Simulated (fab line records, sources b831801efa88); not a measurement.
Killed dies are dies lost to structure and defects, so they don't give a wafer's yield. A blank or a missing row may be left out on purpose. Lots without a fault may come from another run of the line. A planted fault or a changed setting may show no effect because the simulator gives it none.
Chamber matching | flow gf180mcu | GF_V4_ETCH_16 on rie_diel-01: 4 sister chambers
The step etches BARC in N2/H2. 16 wafers are shown with their chamber, then 8 later ones without.

WAFERS WITH THEIR CHAMBER
wafer  | chamber | drypump_motor_current_A (A) | throttle_valve_pct (%) | n2_flow_sccm (sccm)
L410.2 | 0       | 6.3                         | 13.244                 | 100.05
L410.5 | 2       | 5.4                         | 13.238                 | 100.13
L410.6 | 1       | 5.3                         | 13.217                 | 99.76
L413.1 | 2       | 5.4                         | 13.216                 | 99.84
L413.5 | 3       | 5.9                         | 13.230                 | 99.99
L413.6 | 0       | 6.4                         | 13.213                 | 99.90
L417.1 | 1       | 5.3                         | 13.215                 | 100.20
L417.3 | 2       | 5.4                         | 13.210                 | 99.76
L417.6 | 3       | 5.9                         | 13.226                 | 99.45
L418.1 | 2       | 5.4                         | 13.233                 | 100.05
L418.2 | 1       | 5.3                         | 13.235                 | 99.52
L418.6 | 1       | 5.3                         | 13.231                 | 99.83
L426.3 | 2       | 5.4                         | 13.220                 | 99.73
L426.4 | 2       | 5.4                         | 13.219                 | 100.27
L426.5 | 0       | 6.3                         | 13.238                 | 99.66
L429.2 | 1       | 5.3                         | 13.222                 | 100.02

SIGNATURES (means of the wafers above)
reading                 | chamber 0 | chamber 1 | chamber 2 | chamber 3 | scatter within a chamber
drypump_motor_current_A | 6.333     | 5.300     | 5.400     | 5.900     | 0.0236
throttle_valve_pct      | 13.23167  | 13.22400  | 13.22267  | 13.22800  | 0.0109
n2_flow_sccm            | 99.8700   | 99.8660   | 99.9633   | 99.7200   | 0.247
Rule: a wafer's distance from a chamber is the root of the sum, over the readings, of the square of ((its reading less the chamber's mean) divided by the reading's scatter). The wafer belongs to the nearest chamber; if the next one is less than 2 further off, it can't be placed. The scatter: the root of (the sum of the squares of (reading less its chamber's mean) over the shown wafers, divided by (wafers less chambers)).

WAFERS WITHOUT THEIR CHAMBER
wafer  | drypump_motor_current_A (A) | throttle_valve_pct (%) | n2_flow_sccm (sccm)
L429.4 | 5.4                         | 13.231                 | 100.42
L429.6 | 6.4                         | 13.233                 | 99.79
L430.2 | 5.4                         | 13.209                 | 100.41
L430.3 | 5.3                         | 13.236                 | 100.24
L430.4 | 6.4                         | 13.224                 | 100.07
L433.2 | 6.4                         | 13.228                 | 99.92
L433.4 | 5.3                         | 13.244                 | 99.90
L433.5 | 5.9                         | 13.233                 | 99.72

WHICH CHAMBER EACH WENT THROUGH
wafer  | from the rows above | in truth
L429.4 | 2                   | 2
L429.6 | 0                   | 0
L430.2 | 2                   | 2
L430.3 | 1                   | 1
L430.4 | 0                   | 0
L433.2 | 0                   | 0
L433.4 | 1                   | 1
L433.5 | 3                   | 3
Placed correctly: 8 of 8. Can't be placed from these rows: 0. Placed wrongly: 0.
